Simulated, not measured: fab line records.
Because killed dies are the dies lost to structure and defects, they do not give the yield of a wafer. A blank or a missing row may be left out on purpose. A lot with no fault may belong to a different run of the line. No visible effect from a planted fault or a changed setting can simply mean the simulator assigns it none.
A lot that was struck, set against a sound lot || flow gf180mcu || 15 out of 602 route steps
Sound: the wafers L319.1, L319.3, L319.6. Struck: wafer L332.6; the same lot's L332.4 was not struck, so it is left out; see the end for the cause.
Each step with rows lists, per side, the tool, then ch with its chambers, then its first start. Under that, the readings that differ: sound wafers || struck wafers || difference of the means || sigmas: that difference in standard deviations of wafers without a fault.
alike: readings with means less than 2 such deviations apart, plus words and numbers identical on both sides. not compared: withheld readings, readings lacking a value on some wafer, bounds such as >300 that could conceal the same value, and numbers that have no deviation in the record and whose values overlap.
A row with sigmas, a row that says differs or no value, or rows on one side alone: a step with any of these is where the two part. Numbers that have no deviation but don't overlap get no sigmas and don't part them. A reading that every wafer of one side lacks parts them only if that side has two wafers or more.

GF_M1_SPUTTER_04: material TiN, target thk 50 nm, time 41.7 s.
  struck on pvdSputter-03, day 23 16:44; sound on pvdSputter-01, day 18 05:21
{"reading": "cathodeDcPowerW (W)", "sound": "6500.2 6501.0 6498.1", "struck": 6496.8, "difference": -3.0, "sigmas": -3}
  alike: throttleValvePct
GF_M1_RS_MEAS_05: measures by four-point-probe.
  struck on filmMetro-03, day 23 16:50; sound on filmMetro-04, day 18 05:23
{"reading": "M1_ALCU_RS (ohm/sq)", "sound": "0.0710 0.0706 0.0704", "struck": 0.0686, "difference": -0.0021, "sigmas": -3}
GF_M1_THK_MEAS_06: measures by xrf.
  struck on filmMetro-03, day 23 16:56; sound on filmMetro-04, day 18 05:31
{"reading": "M1_ALCU_THK (nm)", "sound": "442 443 443", "struck": 455, "difference": "+12", "sigmas": "+2"}
then, 7 steps without rows for these wafers: GF_M1_DEHYDRATE_07 (time 60 s); GF_M1_HMDS_08 (prime time 60 s); GF_M1_COAT_09 (resist thk 1000 nm); GF_M1_SOFTBAKE_10 (time 60 s); GF_M1_EXPOSE_11 (exposes mask Metal1, target cd 230 nm); GF_M1_PEB_12 (peb time 90 s); GF_M1_DEVELOP_13 (develop time 60 s).
GF_M1_CD_MEAS_14: the cd target is 230 nm.
  struck on cdSem-02, day 24 14:53; sound on cdSem-01, day 19 05:40
  alike: cdNm
GF_M1_OVL_MEAS_15:
  struck on overlay-01, day 24 14:58; sound on overlay-01, day 19 05:47
  alike: M1_OVL
GF_M1_METAL_ETCH_16: etches the open film in Cl2/BCl3, stops on SiO2, target depth 627.5 nm, time 104.6 s.
  sound on rieMetal-01 ch 0,1, day 19 05:49; struck on rieMetal-01 ch 0, day 24 15:01
{"reading": "runLengthS (s)", "sound": "132.5 133.6 133.7", "struck": 136.3, "difference": "+3.0", "sigmas": "+7"}
{"reading": "model.KrF_of_M1_COAT_09.thkNm (nm)", "sound": "735.6 735.4 737.3", "struck": 724.8, "difference": -11.3, "sigmas": ""}
  alike: drypumpMotorCurrentA, oesProductAu, throttleValvePct
  not compared: rfHoursCounterH
GF_M1_STRIP_17: strips in O2/N2.
  sound on plasmaAsher-04 ch 0,1, day 19 05:56; struck on plasmaAsher-03 ch 1, day 24 15:08
{"reading": "stripTimeToEndpointS (s)", "sound": "7.87 7.88 7.91", "struck": 7.77, "difference": -0.12, "sigmas": -3}
  alike: drypumpMotorCurrentA, heaterPowerW, n2FlowSccm, oesProductAu, platenTempC
  not compared: rfHoursCounterH
then, 1 step without rows for these wafers: GF_PASSIVATION_PROBE_99.

## WHERE THEY PART
At GF_M1_SPUTTER_04 first; at GF_M1_STRIP_17 last (within this record only).

WHY: whatever the simulator had introduced
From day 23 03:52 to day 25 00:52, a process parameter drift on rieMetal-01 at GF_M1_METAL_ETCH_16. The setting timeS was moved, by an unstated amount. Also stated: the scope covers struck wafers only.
